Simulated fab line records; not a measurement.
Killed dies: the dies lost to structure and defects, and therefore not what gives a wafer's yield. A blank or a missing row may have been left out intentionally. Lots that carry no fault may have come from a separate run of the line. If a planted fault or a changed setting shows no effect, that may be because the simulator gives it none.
What tool caused it? | flow gf180mcu | 14 lots (42 wafers sampled), 1 step of a 602-step route

WHAT EACH GAUGE READ, for each wafer
GF_LVPWELL_TW_MEAS_11. Usual: for LVPWELL_TW the level is 556 and the standard deviation is 3.4.
lot  | measured    | on            | LVPWELL_TW  | flag
L612 | day 4 01:48 | film metro-02 | 548 549 553 |
L613 | day 4 05:19 | film metro-03 | 559 557 560 |
L614 | day 4 15:09 | film metro-02 | 552 550 548 |
L615 | day 5 06:32 | film metro-03 | 560 560 556 |
L617 | day 5 08:35 | film metro-02 | 556 555 559 |
L621 | day 6 05:21 | film metro-03 | 551 552 551 |
L626 | day 7 08:17 | film metro-01 | 560 557 557 |
L628 | day 7 19:42 | film metro-03 | 559 564 562 |
L629 | day 8 01:44 | film metro-03 | 553 552 558 |
L630 | day 8 06:38 | film metro-02 | 552 553 555 |
L631 | day 8 13:41 | film metro-01 | 561 558 557 |
L632 | day 8 17:32 | film metro-03 | 557 555 556 |
L633 | day 8 23:47 | film metro-01 | 558 559 559 |
L634 | day 9 04:23 | film metro-03 | 559 559 560 |

EACH LOT AND THE TOOL THAT RAN IT (in order: tool; ch and the chambers of the sampled wafers; start)
The record shows no process step preceding these readings.

AS READ BY THE TOOLS THEMSELVES (means over the sampled wafers that have a number; for cases with no such wafer, the mark the record gives instead)
The record holds no such reading with a usual standard deviation.

THE ANSWER, worked out from the rows above alone
Rule: take the mean of a lot's wafers that have a number; if it is more than 3 standard deviations from the usual mean, the lot is off. Also off: a lot with no number at a reading for which 4 or more lots have one. The other lots that the step has rows for count as sound. Order of review: gauges by route order, followed by the tools' own readings, for which a lot's mean as printed above is used. At the first step where some lot is off, the reading lying furthest off is the one used; lots without a number count as furthest.
No lot is off at any reading shown: from this, nothing can be told.

WHAT THE SIMULATOR HAD INSERTED
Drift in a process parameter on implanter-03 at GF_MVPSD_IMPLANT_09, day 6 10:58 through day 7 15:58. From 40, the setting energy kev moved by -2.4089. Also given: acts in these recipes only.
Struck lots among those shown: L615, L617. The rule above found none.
